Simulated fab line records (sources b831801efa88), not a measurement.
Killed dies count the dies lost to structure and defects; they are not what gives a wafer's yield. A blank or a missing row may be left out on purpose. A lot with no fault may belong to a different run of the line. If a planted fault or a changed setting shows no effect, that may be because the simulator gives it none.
Which tool was responsible? / flow sky130 / 35 wafers from 12 lots sampled at 5 of the route's 708 steps

== WHAT THE GAUGES SHOWED, per wafer ==
SKY_FIELD_ISO_CD_MEAS_13: target cd 150 nm.
lot=L666; measured=day 2 03:07; on=cdSem-02; cdNm (nm)=152.0 151.0 150.9
lot=L668; measured=day 2 16:36; on=cdSem-02; cdNm (nm)=149.5 149.7 150.1
lot=L669; measured=day 2 22:38; on=cdSem-02; cdNm (nm)=153.3 152.6 152.8
lot=L670; measured=day 3 17:11; on=cdSem-02; cdNm (nm)=149.0 148.6 149.9
lot=L672; measured=day 3 17:31; on=cdSem-02; cdNm (nm)=150.4 150.8 150.1
lot=L673; measured=day 3 23:18; on=cdSem-02; cdNm (nm)=148.7 148.5 147.1
lot=L674; measured=day 3 23:25; on=cdSem-02; cdNm (nm)=151.5 149.1 149.2
lot=L676; measured=day 4 07:55; on=cdSem-02; cdNm (nm)=149.9 150.8 150.0
lot=L678; measured=day 4 21:35; on=cdSem-02; cdNm (nm)=151.5 151.4 150.2
lot=L686; measured=day 6 13:55; on=cdSem-02; cdNm (nm)=147.2 147.8
lot=L688; measured=day 6 23:58; on=cdSem-02; cdNm (nm)=148.8 148.4 149.1
lot=L689; measured=day 7 07:10; on=cdSem-02; cdNm (nm)=148.8 149.8 149.4

SKY_VT_ADJUST_PCH_OVL_MEAS_07.
lot=L666; measured=day 10 07:52; on=overlay-01; VT_ADJUST_PCH_OVL (nm)=-2.3 -1.2 -2.2
lot=L668; measured=day 11 07:01; on=overlay-01; VT_ADJUST_PCH_OVL (nm)=-0.7 -0.4 0.1
lot=L669; measured=day 11 15:52; on=overlay-02; VT_ADJUST_PCH_OVL (nm)=1.2 0.3 0.0
lot=L670; measured=day 12 17:08; on=overlay-01; VT_ADJUST_PCH_OVL (nm)=-1.7 -1.7 -1.4
lot=L672; measured=day 12 18:28; on=overlay-01; VT_ADJUST_PCH_OVL (nm)=-1.0 0.5 -0.5
lot=L673; measured=day 13 05:35; on=overlay-01; VT_ADJUST_PCH_OVL (nm)=-1.9 -2.3 -2.0
lot=L674; measured=day 13 05:43; on=overlay-01; VT_ADJUST_PCH_OVL (nm)=-0.2 -1.8 0.4
lot=L676; measured=day 13 14:16; on=overlay-01; VT_ADJUST_PCH_OVL (nm)=-0.3 -0.7 -1.5
lot=L678; measured=day 14 11:04; on=overlay-02; VT_ADJUST_PCH_OVL (nm)=0.6 -0.4 -1.4
lot=L686; measured=day 17 01:43; on=overlay-01; VT_ADJUST_PCH_OVL (nm)=-2.2 -1.5
lot=L688; measured=day 17 15:10; on=overlay-02; VT_ADJUST_PCH_OVL (nm)=0.8 2.3 2.0
lot=L689; measured=day 17 23:43; on=overlay-02; VT_ADJUST_PCH_OVL (nm)=-0.5 -0.2 0.7

SKY_LI_CONTACT_THK_MEAS_01.
lot=L666; measured=day 27 20:52; on=filmMetro-02; LI_CONTACT_HDPCVD_THK (nm)=933 935 935
lot=L668; measured=day 29 01:22; on=filmMetro-03; LI_CONTACT_HDPCVD_THK (nm)=925 935 925
lot=L669; measured=day 29 07:57; on=filmMetro-03; LI_CONTACT_HDPCVD_THK (nm)=929 931 917
lot=L670; measured=day 30 11:15; on=filmMetro-03; LI_CONTACT_HDPCVD_THK (nm)=943 931 929
lot=L672; measured=day 30 15:05; on=filmMetro-03; LI_CONTACT_HDPCVD_THK (nm)=923 935 928
lot=L673; measured=day 31 07:18; on=filmMetro-01; LI_CONTACT_HDPCVD_THK (nm)=939 942 933
lot=L674; measured=day 31 02:59; on=filmMetro-01; LI_CONTACT_HDPCVD_THK (nm)=937 943 935
lot=L676; measured=day 31 09:49; on=filmMetro-03; LI_CONTACT_HDPCVD_THK (nm)=946 936 946
lot=L678; measured=day 32 07:38; on=filmMetro-02; LI_CONTACT_HDPCVD_THK (nm)=923 927 933
lot=L686; measured=day 34 19:02; on=filmMetro-01; LI_CONTACT_HDPCVD_THK (nm)=1056 914
lot=L688; measured=day 35 10:49; on=filmMetro-01; LI_CONTACT_HDPCVD_THK (nm)=944 937 939
lot=L689; measured=day 35 12:52; on=filmMetro-01; LI_CONTACT_HDPCVD_THK (nm)=925 929 930

== WHAT TOOL EACH LOT RAN ON (gives the tool, then ch and the chambers of the sampled wafers, and finally the start) ==
lot=L666; SKY_DNWELL_STRIP_08=plasmaAsher-04 ch 0,1, day 3 01:53; SKY_LI_CONTACT_HDPCVD_00=hdpcvd-02 ch 0,1, day 27 20:42
lot=L668; SKY_DNWELL_STRIP_08=plasmaAsher-03 ch 0,1, day 3 16:39; SKY_LI_CONTACT_HDPCVD_00=hdpcvd-01 ch 0,1,2, day 29 01:16
lot=L669; SKY_DNWELL_STRIP_08=plasmaAsher-04 ch 0,1, day 3 22:44; SKY_LI_CONTACT_HDPCVD_00=hdpcvd-01 ch 0,1,2, day 29 07:50
lot=L670; SKY_DNWELL_STRIP_08=plasmaAsher-01 ch 1, day 4 17:59; SKY_LI_CONTACT_HDPCVD_00=hdpcvd-02 ch 0,2, day 30 11:08
lot=L672; SKY_DNWELL_STRIP_08=plasmaAsher-04 ch 0,1, day 4 18:13; SKY_LI_CONTACT_HDPCVD_00=hdpcvd-02 ch 1,2, day 30 14:59
lot=L673; SKY_DNWELL_STRIP_08=plasmaAsher-04 ch 0, day 4 23:48; SKY_LI_CONTACT_HDPCVD_00=hdpcvd-01 ch 0,1, day 31 07:11
lot=L674; SKY_DNWELL_STRIP_08=plasmaAsher-01 ch 0, day 5 00:09; SKY_LI_CONTACT_HDPCVD_00=hdpcvd-01 ch 0,1, day 31 02:52
lot=L676; SKY_DNWELL_STRIP_08=plasmaAsher-04 ch 0,1, day 5 07:37; SKY_LI_CONTACT_HDPCVD_00=hdpcvd-01 ch 0,2, day 31 09:42
lot=L678; SKY_DNWELL_STRIP_08=plasmaAsher-01 ch 0,1, day 5 23:01; SKY_LI_CONTACT_HDPCVD_00=hdpcvd-02 ch 0,1,2, day 32 07:31
lot=L686; SKY_DNWELL_STRIP_08=plasmaAsher-01 ch 0, day 7 17:14; SKY_LI_CONTACT_HDPCVD_00=hdpcvd-02 ch 1,2, day 34 18:55
lot=L688; SKY_DNWELL_STRIP_08=plasmaAsher-04 ch 0,1, day 8 04:21; SKY_LI_CONTACT_HDPCVD_00=hdpcvd-01 ch 0,1, day 35 10:43
lot=L689; SKY_DNWELL_STRIP_08=plasmaAsher-04 ch 0,1, day 8 11:42; SKY_LI_CONTACT_HDPCVD_00=hdpcvd-01 ch 0,2, day 35 12:44
- SKY_DNWELL_STRIP_08: strips in O2/N2.
- SKY_LI_CONTACT_HDPCVD_00: deposits PSG, target thk 930 nm, time 155 s.

== WHAT THE TOOLS THEMSELVES READ (means of the sampled wafers that have a number; where no wafer has one, the mark that the record gives instead) ==
SKY_DNWELL_STRIP_08.
lot=L666; tool=plasmaAsher-04; drypumpMotorCurrentA (A)=5.3; oesProductAu (a.u.)=0.724; stripTimeToEndpointS (s)=36.90
lot=L668; tool=plasmaAsher-03; drypumpMotorCurrentA (A)=5.2; oesProductAu (a.u.)=0.723; stripTimeToEndpointS (s)=37.01
lot=L669; tool=plasmaAsher-04; drypumpMotorCurrentA (A)=5.3; oesProductAu (a.u.)=0.721; stripTimeToEndpointS (s)=36.98
lot=L670; tool=plasmaAsher-01; drypumpMotorCurrentA (A)=5.0; oesProductAu (a.u.)=0.718; stripTimeToEndpointS (s)=36.95
lot=L672; tool=plasmaAsher-04; drypumpMotorCurrentA (A)=5.3; oesProductAu (a.u.)=0.718; stripTimeToEndpointS (s)=36.84
lot=L673; tool=plasmaAsher-04; drypumpMotorCurrentA (A)=5.1; oesProductAu (a.u.)=0.724; stripTimeToEndpointS (s)=36.94
lot=L674; tool=plasmaAsher-01; drypumpMotorCurrentA (A)=6.1; oesProductAu (a.u.)=0.721; stripTimeToEndpointS (s)=36.78
lot=L676; tool=plasmaAsher-04; drypumpMotorCurrentA (A)=5.4; oesProductAu (a.u.)=0.722; stripTimeToEndpointS (s)=36.98
lot=L678; tool=plasmaAsher-01; drypumpMotorCurrentA (A)=5.4; oesProductAu (a.u.)=0.723; stripTimeToEndpointS (s)=36.90
lot=L686; tool=plasmaAsher-01; drypumpMotorCurrentA (A)=6.1; oesProductAu (a.u.)=0.718; stripTimeToEndpointS (s)=36.92
lot=L688; tool=plasmaAsher-04; drypumpMotorCurrentA (A)=5.6; oesProductAu (a.u.)=0.722; stripTimeToEndpointS (s)=37.00
lot=L689; tool=plasmaAsher-04; drypumpMotorCurrentA (A)=5.3; oesProductAu (a.u.)=0.725; stripTimeToEndpointS (s)=36.80

SKY_LI_CONTACT_HDPCVD_00.
lot=L666; tool=hdpcvd-02; runLengthS (s)=182.4
lot=L668; tool=hdpcvd-01; runLengthS (s)=182.6
lot=L669; tool=hdpcvd-01; runLengthS (s)=182.8
lot=L670; tool=hdpcvd-02; runLengthS (s)=182.9
lot=L672; tool=hdpcvd-02; runLengthS (s)=182.9
lot=L673; tool=hdpcvd-01; runLengthS (s)=182.3
lot=L674; tool=hdpcvd-01; runLengthS (s)=182.8
lot=L676; tool=hdpcvd-01; runLengthS (s)=182.7
lot=L678; tool=hdpcvd-02; runLengthS (s)=182.8
lot=L686; tool=hdpcvd-02; runLengthS (s)=194.3
lot=L688; tool=hdpcvd-01; runLengthS (s)=182.9
lot=L689; tool=hdpcvd-01; runLengthS (s)=182.8

== THE ANSWER, worked out from the rows above alone ==
Rule: what is usual is taken from the lots themselves. Put in order of their means at a reading, lots are off if they are a third of the lots or fewer, leave a main group of 4 or more, and stand apart from it by a gap of 3 or more times the standard deviation of the main group's means; of several such gaps the widest counts. A main group whose means are all the same, to the digits that the tables above print for the reading, isn't used. Also off: a lot with no number at a reading for which 4 or more lots have one. All remaining lots with rows at the step are treated as sound. The gauges are gone through in route order, then the tools' own readings, and for those a lot's mean is taken as printed above. At the first step where some lot is off, the reading lying furthest off is the one used; lots without a number count as furthest.
Off: L686, seen at SKY_LI_CONTACT_THK_MEAS_01 (LI_CONTACT_HDPCVD_THK). Mean 933 nm and standard deviation 5.6 in the main group.
If a tool, at a process step before that reading, ran all the lots that are off and no sound lot after the first of them, it fits. The gauges at SKY_LI_CONTACT_THK_MEAS_01 aren't tried: what is off there is off at SKY_DNWELL_STRIP_08 too, on other tools, and a gauge's error can't cause that. 2 tools fit, plasmaAsher-01 at SKY_DNWELL_STRIP_08 and hdpcvd-02 at SKY_LI_CONTACT_HDPCVD_00, so this cannot tell which one it is.

== WHAT WAS PUT IN BY THE SIMULATOR ==
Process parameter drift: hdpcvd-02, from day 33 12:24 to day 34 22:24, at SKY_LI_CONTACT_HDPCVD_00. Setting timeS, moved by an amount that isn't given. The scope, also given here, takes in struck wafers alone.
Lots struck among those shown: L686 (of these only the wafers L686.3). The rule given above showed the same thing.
